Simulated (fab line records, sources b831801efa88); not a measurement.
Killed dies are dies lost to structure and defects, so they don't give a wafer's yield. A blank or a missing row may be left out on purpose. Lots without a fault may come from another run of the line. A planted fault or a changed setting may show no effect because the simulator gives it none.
Which tool did it? | flow gf180mcu | 24 lots, 72 wafers sampled, at 3 steps of a route of 602

WHAT THE GAUGES READ, wafer by wafer
GF_STI_THK_MEAS_24. Usual: STI_CVD_23_THK 651 nm, standard deviation 7.2.
lot  | measured    | on            | STI_CVD_23_THK (nm) | flag
L074 | day 2 04:13 | film_metro-04 | 641 647 647         |
L075 | day 2 09:04 | film_metro-04 | 653 657 656         |
L076 | day 2 12:46 | film_metro-02 | 642 652 658         |
L077 | day 2 19:01 | film_metro-02 | 646 656 656         |
L078 | day 3 00:05 | film_metro-01 | 656 641 640         |
L079 | day 3 04:44 | film_metro-01 | 639 654 646         |
L080 | day 3 11:02 | film_metro-01 | 649 642 652         |
L081 | day 3 15:42 | film_metro-04 | 645 654 651         |
L082 | day 3 20:53 | film_metro-01 | 648 663 646         |
L083 | day 4 03:04 | film_metro-04 | 656 640 637         |
L084 | day 4 10:00 | film_metro-01 | 662 646 661         |
L085 | day 4 16:55 | film_metro-02 | 649 660 645         |
L086 | day 4 23:38 | film_metro-01 | 657 667 653         |
L087 | day 4 23:38 | film_metro-04 | 649 651 652         |
L088 | day 5 04:50 | film_metro-01 | 656 653 654         |
L089 | day 5 13:07 | film_metro-02 | 656 657 655         |
L090 | day 5 13:24 | film_metro-01 | 650 645 648         |
L091 | day 5 21:41 | film_metro-04 | 653 654 663         |
L092 | day 6 01:10 | film_metro-04 | 654 650 646         |
L093 | day 6 04:31 | film_metro-01 | 662 642 653         |
L094 | day 6 11:04 | film_metro-01 | 659 649 653         |
L095 | day 6 16:08 | film_metro-01 | 657 664 656         |
L096 | day 6 20:29 | film_metro-02 | 647 653 659         |
L097 | day 7 02:27 | film_metro-02 | 657 648 644         |

GF_POLY_GATE_OVL_MEAS_11. Usual: POLY_GATE_OVL -1 nm, standard deviation 5.3.
lot  | measured     | on         | POLY_GATE_OVL (nm) | flag
L074 | day 9 04:10  | overlay-01 | -4 -2 -1           |
L075 | day 9 09:06  | overlay-01 | 5 7 3              |
L076 | day 9 14:26  | overlay-01 | 4 4 1              |
L077 | day 9 23:44  | overlay-02 | 0 -4 -5            |
L078 | day 10 06:12 | overlay-01 | 6 -10 -3           |
L079 | day 10 10:00 | overlay-02 | -2 -1 -2           |
L080 | day 10 22:33 | overlay-02 | -6 -3 -6           |
L081 | day 11 04:35 | overlay-01 | -3 -7 -6           |
L082 | day 11 12:39 | overlay-02 | -2 -3 -4           |
L083 | day 11 20:52 | overlay-01 | -4 2 -2            |
L084 | day 12 19:50 | overlay-02 | -7 -2 -4           |
L085 | day 13 04:32 | overlay-02 | -3 -1 -4           |
L086 | day 13 13:45 | overlay-01 | -1 4 11            |
L087 | day 13 14:06 | overlay-01 | 1 0 1              |
L088 | day 13 15:35 | overlay-01 | -2 0 -5            |
L089 | day 13 23:35 | overlay-02 | 2 0 0              |
L090 | day 13 23:14 | overlay-02 | -4 -1 0            |
L091 | day 14 08:02 | overlay-02 | 5 2 1              |
L092 | day 14 09:56 | overlay-02 | -2 1 -9            |
L093 | day 14 18:45 | overlay-01 | -11 -6 -12         |
L094 | day 15 02:00 | overlay-02 | -6 -9 -6           |
L095 | day 15 09:41 | overlay-01 | -11 -2 -8          |
L096 | day 15 15:05 | overlay-01 | 6 -1 8             |
L097 | day 15 23:49 | overlay-01 | 11 11 7            |

GF_HV_LDD_CD_MEAS_07: target cd 400 nm. Usual: cd_nm 399.5 nm, standard deviation 2.2.
lot  | measured     | on        | cd_nm (nm)        | flag
L074 | day 9 23:05  | cd_sem-01 | 395.9 397.5 394.7 |
L075 | day 10 04:58 | cd_sem-01 | 399.6 399.2 399.5 |
L076 | day 10 10:03 | cd_sem-01 | 400.3 402.2 400.9 |
L077 | day 10 19:56 | cd_sem-02 | 399.2 399.7 402.3 |
L078 | day 11 01:29 | cd_sem-02 | 399.1 398.0 399.9 |
L079 | day 11 06:03 | cd_sem-01 | 402.1 404.1 402.7 |
L080 | day 11 18:41 | cd_sem-02 | 397.9 396.2 396.8 |
L081 | day 12 11:38 | cd_sem-02 | 401.4 401.0 403.1 |
L082 | day 12 12:08 | cd_sem-02 | 396.4 396.1 398.3 |
L083 | day 12 22:20 | cd_sem-01 | 400.9 401.6 402.6 |
L084 | day 13 17:05 | cd_sem-01 | 399.4 400.0 400.9 |
L085 | day 14 03:55 | cd_sem-02 | 397.8 397.6 399.8 |
L086 | day 14 11:05 | cd_sem-01 | 403.0 403.0 403.2 |
L087 | day 14 12:53 | cd_sem-01 | 396.4 395.8 397.3 |
L088 | day 14 14:50 | cd_sem-02 | 397.9 398.4 399.6 |
L089 | day 14 21:50 | cd_sem-01 | 403.5 399.9 399.4 |
L090 | day 14 21:29 | cd_sem-02 | 398.8 402.4 400.3 |
L091 | day 15 06:31 | cd_sem-01 | 403.3 401.6 401.1 |
L092 | day 15 08:55 | cd_sem-02 | 399.5 400.1 398.8 |
L093 | day 15 19:35 | cd_sem-01 | 397.9 398.6 399.2 |
L094 | day 16 01:35 | cd_sem-01 | 400.6 397.7 398.8 |
L095 | day 16 09:22 | cd_sem-01 | 393.7 394.6 394.7 |
L096 | day 16 15:03 | cd_sem-01 | 398.5 400.7 397.7 |
L097 | day 16 23:25 | cd_sem-02 | 399.6 399.6 398.7 |

WHICH TOOL RAN EACH LOT (tool, then ch and the chambers of the sampled wafers, then the start)
The record holds no process step before these readings.

WHAT THE TOOLS THEMSELVES READ (means of the sampled wafers that have a number; where no wafer has one, the mark that the record gives instead)
The record holds no such reading with a usual standard deviation.

THE ANSWER, worked out from the rows above alone
Rule: a lot is off if the mean of its wafers that have a number lies more than 3 standard deviations from the usual mean. A lot without any number at a reading at which 4 lots or more have one is off too. The other lots that the step has rows for count as sound. The gauges are gone through in route order, then the tools' own readings, and for those a lot's mean is taken as printed above. The first step at which some lot is off is used, and at that step the reading that is off furthest; a lot without a number counts as furthest.
No lot is off at any reading shown: from this, nothing can be told.

WHAT THE SIMULATOR HAD PUT IN
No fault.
